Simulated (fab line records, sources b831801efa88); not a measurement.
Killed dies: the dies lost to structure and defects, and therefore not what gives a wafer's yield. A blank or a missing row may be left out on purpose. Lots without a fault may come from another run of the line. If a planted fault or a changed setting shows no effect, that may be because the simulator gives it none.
Comparing a struck lot with a sound one || flow sky130 || 17 steps out of a route of 708
Sound: wafers L612.4, L612.5, L612.6. Struck: wafers L618.1, L618.2, L618.4. At the end, the cause is stated.
At each step with rows: each side's tool, then ch and its chambers, then its first start. Under that, the readings that differ: sound wafers || struck wafers || difference of the means || sigmas: that difference in standard deviations of wafers without a fault.
alike: same words and numbers on both sides, and readings whose means sit less than 2 such deviations apart. not compared: any withheld reading, any reading some wafer has no value for, any bound like >300 that may hide the same value, and any number with overlapping values for which the record gives no deviation.
A row with sigmas, a row that says differs or no value, or rows on one side alone: a step with any of these is where the two part. Non-overlapping numbers with no deviation appear without sigmas and do not part them. Lack of a reading on every wafer of one side parts them only where that side has two or more wafers.

first, 4 steps without rows for these wafers: SKY_FIELD_ISO_WET_ETCH_29 (etches Si3N4 in H3PO4, target depth 160 nm, time 1825 s); SKY_FIELD_ISO_WET_ETCH_30 (etches SiO2 in dHF, target depth 25 nm, time 50 s); SKY_NWELL_CLEAN_00 (cleans in SC1/SC2, time 150 s); SKY_NWELL_OXIDATION_01 (stabilise 600 s, purge 300 s, target thk 10 nm).
SKY_NWELL_THK_MEAS_02:
  struck on film metro-04, day 4 05:41; sound on film metro-02, day 3 03:00
  alike: NWELL_OXIDATION_THK
then, 7 steps without rows for these wafers: SKY_DNWELL_DEHYDRATE_00 (time 60 s); SKY_DNWELL_HMDS_01 (prime time 60 s); SKY_DNWELL_COAT_02 (resist thk 3000 nm); SKY_DNWELL_SOFTBAKE_03; SKY_DNWELL_EXPOSE_04 (exposes mask DNM, target cd 3000 nm); SKY_DNWELL_PEB_05; SKY_DNWELL_DEVELOP_06 (develop time 60 s).
SKY_DNWELL_IMPLANT_07:
  sound on implanter-01 ch 0, day 3 18:38; struck on implanter-01 ch 0, day 4 23:15
SKY_DNWELL_STRIP_08: strips in O2/N2.
  sound on plasma asher-01 ch 0,1, day 3 18:44; struck on plasma asher-01 ch 0,1, day 4 23:24
  alike: drypump motor current A, oes product au, strip time to endpoint s
  not compared: rf hours counter h
SKY_DNWELL_TW_MEAS_09:
  struck on film metro-04, day 4 23:30; sound on film metro-02, day 3 18:50
{"reading": "DNWELL_TW", "sound": "1112 1118 1117", "struck": "1194 1201 1197", "difference": "+82", "sigmas": "+12"}
then, 1 step without rows for these wafers: SKY_PWDE_DEHYDRATE_00 (time 60 s).
-- the record jumps here: 43 days lie between the struck wafers' starts before and after (it left off in module PWDE and takes up again in module PAD_OPEN, whose first step shown is number 708 of the route) --
SKY_PAD_OPEN_PROBE_99:
  struck on prober-01, day 47 23:17; sound on prober-02, day 46 17:10
{"reading": "model.etest.res deep nwell.rs ohm sq", "sound": "2216 2178 2207", "struck": "1868 1859 1849", "difference": -342, "sigmas": ""}
{"reading": "model.etest.res deep nwell.line ohm um", "sound": "731.2 733.7 737.6", "struck": "616.6 624.7 621.6", "difference": -113.2, "sigmas": ""}
{"reading": "model.etest.res pwde under gate.rs ohm sq", "sound": "6147 6191 6206", "struck": "6242 6263 6295", "difference": "+85", "sigmas": ""}
  alike: killed_at_M0_to_M3, killed_at_M4_up, killed at contacts, killed at front end, killed at other, killed dies, killed open, killed short

## WHERE THEY PART
Within this record, at SKY_DNWELL_TW_MEAS_09 only. Later steps at which nothing parts them and some readings are alike: SKY_PAD_OPEN_PROBE_99.

WHY: what had been put in by the simulator
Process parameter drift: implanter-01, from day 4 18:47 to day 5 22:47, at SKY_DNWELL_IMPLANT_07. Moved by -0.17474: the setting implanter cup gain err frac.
